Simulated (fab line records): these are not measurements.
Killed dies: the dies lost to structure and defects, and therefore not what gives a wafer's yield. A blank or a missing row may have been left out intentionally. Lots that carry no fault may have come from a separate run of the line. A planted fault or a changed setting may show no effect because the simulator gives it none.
Which of the tools did it? | flow sky130 | 32 wafers from 11 lots sampled at 5 of the route's 708 steps

== WHAT THE GAUGES READ, wafer by wafer ==
SKY_VIA3_THK_MEAS_01.
lot  | measured     | on            | VIA3_HDPCVD_THK (nm)
L156 | day 38 04:13 | film-metro-04 | 1637 1651 1639
L159 | day 39 17:09 | film-metro-02 | 1615 1629 1638
L163 | day 40 21:00 | film-metro-01 | 1634 1626 1638
L164 | day 41 03:56 | film-metro-01 | 1652 1655 1620
L166 | day 41 18:38 | film-metro-01 | 1658 1987 1635
L167 | day 42 00:56 | film-metro-02 | 1639 1963
L175 | day 44 19:11 | film-metro-01 | 1640 1622 1636
L176 | day 44 20:59 | film-metro-04 | 1647 1665 1648
L177 | day 44 22:37 | film-metro-01 | 1641 1641 1638
L178 | day 45 04:43 | film-metro-02 | 1642 1657 1644
L179 | day 45 07:42 | film-metro-04 | 1640 1635 1640

== TOOL THAT RAN EACH LOT (tool first, then ch and the chambers of the sampled wafers, then the start) ==
lot  | SKY_METAL2_STRIP_20                  | SKY_VIA2_SPUTTER_20          | SKY_METAL3_SPUTTER_03        | SKY_VIA3_HDPCVD_00
L156 | plasma-asher-01 ch 1, day 34 16:55   | pvd-sputter-02, day 35 21:22 | pvd-sputter-04, day 35 22:08 | hdpcvd-02 ch 0,1, day 38 04:02
L159 | plasma-asher-01 ch 0,1, day 36 07:53 | pvd-sputter-03, day 37 11:32 | pvd-sputter-02, day 37 12:17 | hdpcvd-01 ch 0,1,2, day 39 16:58
L163 | plasma-asher-04 ch 0,1, day 37 14:37 | pvd-sputter-03, day 38 17:22 | pvd-sputter-01, day 38 18:08 | hdpcvd-01 ch 0,2, day 40 20:49
L164 | plasma-asher-03 ch 1, day 37 21:06   | pvd-sputter-03, day 38 23:29 | pvd-sputter-02, day 39 00:14 | hdpcvd-01 ch 0,1,2, day 41 03:46
L166 | plasma-asher-01 ch 0,1, day 38 12:52 | pvd-sputter-03, day 39 15:59 | pvd-sputter-02, day 39 16:44 | hdpcvd-01 ch 0,1,2, day 41 18:27
L167 | plasma-asher-01 ch 0,1, day 38 19:11 | pvd-sputter-03, day 39 21:26 | pvd-sputter-04, day 39 22:11 | hdpcvd-01 ch 0,1, day 42 00:45
L175 | plasma-asher-03 ch 0,1, day 41 18:10 | pvd-sputter-04, day 42 19:50 | pvd-sputter-02, day 42 20:35 | hdpcvd-02 ch 0,2, day 44 19:01
L176 | plasma-asher-01 ch 0,1, day 41 19:36 | pvd-sputter-02, day 42 21:25 | pvd-sputter-04, day 42 22:11 | hdpcvd-01 ch 0,1,2, day 44 20:49
L177 | plasma-asher-03 ch 0,1, day 41 21:03 | pvd-sputter-04, day 42 22:43 | pvd-sputter-02, day 42 23:29 | hdpcvd-02 ch 1,2, day 44 22:26
L178 | plasma-asher-03 ch 0,1, day 42 04:10 | pvd-sputter-04, day 43 05:59 | pvd-sputter-01, day 43 06:44 | hdpcvd-01 ch 0,2, day 45 04:32
L179 | plasma-asher-03 ch 0, day 42 07:01   | pvd-sputter-03, day 43 08:13 | pvd-sputter-04, day 43 08:58 | hdpcvd-01 ch 0,1, day 45 07:31
- SKY_METAL2_STRIP_20: strips in O2/N2.
- SKY_VIA2_SPUTTER_20: material TiN, target thk 20 nm, time 80 s.
- SKY_METAL3_SPUTTER_03: material Ti, target thk 5 nm, time 3.3 s.
- SKY_VIA3_HDPCVD_00: deposits SiO2, target thk 1635 nm, time 272.5 s.

== WHAT THE TOOLS THEMSELVES READ (means of the sampled wafers that have a number; where no wafer has one, the mark that the record gives instead) ==
SKY_METAL2_STRIP_20.
lot  | tool            | drypump-motor-current-A (A) | oes-product-au (a.u.) | strip-time-to-endpoint-s (s)
L156 | plasma-asher-01 | 6.6                         | 0.343                 | 2.66
L159 | plasma-asher-01 | 6.6                         | 0.344                 | 2.70
L163 | plasma-asher-04 | 5.3                         | 0.346                 | 2.70
L164 | plasma-asher-03 | 5.7                         | 0.347                 | 2.72
L166 | plasma-asher-01 | 6.5                         | 0.339                 | 2.67
L167 | plasma-asher-01 | 6.5                         | 0.339                 | 2.62
L175 | plasma-asher-03 | 5.7                         | 0.341                 | 2.66
L176 | plasma-asher-01 | 6.6                         | 0.343                 | 2.66
L177 | plasma-asher-03 | 5.7                         | 0.341                 | 2.67
L178 | plasma-asher-03 | 5.6                         | 0.348                 | 2.73
L179 | plasma-asher-03 | 5.6                         | 0.340                 | 2.66

SKY_VIA2_SPUTTER_20.
lot  | tool           | throttle-valve-pct (%)
L156 | pvd-sputter-02 | 30.2
L159 | pvd-sputter-03 | 29.9
L163 | pvd-sputter-03 | 29.1
L164 | pvd-sputter-03 | 29.8
L166 | pvd-sputter-03 | 30.9
L167 | pvd-sputter-03 | 30.3
L175 | pvd-sputter-04 | 30.6
L176 | pvd-sputter-02 | 29.9
L177 | pvd-sputter-04 | 29.3
L178 | pvd-sputter-04 | 29.9
L179 | pvd-sputter-03 | 30.6

SKY_METAL3_SPUTTER_03.
lot  | tool           | throttle-valve-pct (%)
L156 | pvd-sputter-04 | 29.5
L159 | pvd-sputter-02 | 29.9
L163 | pvd-sputter-01 | 28.8
L164 | pvd-sputter-02 | 29.4
L166 | pvd-sputter-02 | 29.4
L167 | pvd-sputter-04 | 30.5
L175 | pvd-sputter-02 | 29.5
L176 | pvd-sputter-04 | 30.9
L177 | pvd-sputter-02 | 29.8
L178 | pvd-sputter-01 | 29.2
L179 | pvd-sputter-04 | 30.1

SKY_VIA3_HDPCVD_00.
lot  | tool      | run-length-s (s) | sih4-flow-sccm (sccm)
L156 | hdpcvd-02 | 300.6            | 59.98
L159 | hdpcvd-01 | 299.9            | 60.05
L163 | hdpcvd-01 | 299.6            | 59.99
L164 | hdpcvd-01 | 300.0            | 60.13
L166 | hdpcvd-01 | 318.3            | 59.91
L167 | hdpcvd-01 | 327.8            | 60.03
L175 | hdpcvd-02 | 300.3            | 60.24
L176 | hdpcvd-01 | 299.9            | 60.10
L177 | hdpcvd-02 | 300.1            | 60.00
L178 | hdpcvd-01 | 299.9            | 59.85
L179 | hdpcvd-01 | 300.1            | 60.12

== THE ANSWER, worked out from the rows above alone ==
Rule: the lots themselves supply what counts as usual. Put in order of their means at a reading, lots are off if they are a third of the lots or fewer, leave a main group of 4 or more, and stand apart from it by a gap of 3 or more times the standard deviation of the main group's means; of several such gaps the widest counts. If all means in a main group match to the digits the tables above print for the reading, that group is not used. Also off: a lot with no number at a reading for which 4 or more lots have one. Where the step has rows for the other lots, those lots are counted as sound. First the gauges in route order, then the tools' own readings, where a lot's mean is used as printed above. At the first step where some lot is off, the reading lying furthest off is the one used; lots without a number count as furthest.
Off: L166, L167, seen at SKY_VIA3_THK_MEAS_01 (VIA3_HDPCVD_THK). Mean 1640 nm and standard deviation 7.6 in the main group.
If a tool, at a process step before that reading, ran all the lots that are off and no sound lot after the first of them, it fits. Not tried: the gauges at SKY_VIA3_THK_MEAS_01; whatever is off there is also off at SKY_VIA3_HDPCVD_00, on other tools, and gauge error can't account for it. No candidate that was tried fits.

== WHAT THE SIMULATOR PUT IN ==
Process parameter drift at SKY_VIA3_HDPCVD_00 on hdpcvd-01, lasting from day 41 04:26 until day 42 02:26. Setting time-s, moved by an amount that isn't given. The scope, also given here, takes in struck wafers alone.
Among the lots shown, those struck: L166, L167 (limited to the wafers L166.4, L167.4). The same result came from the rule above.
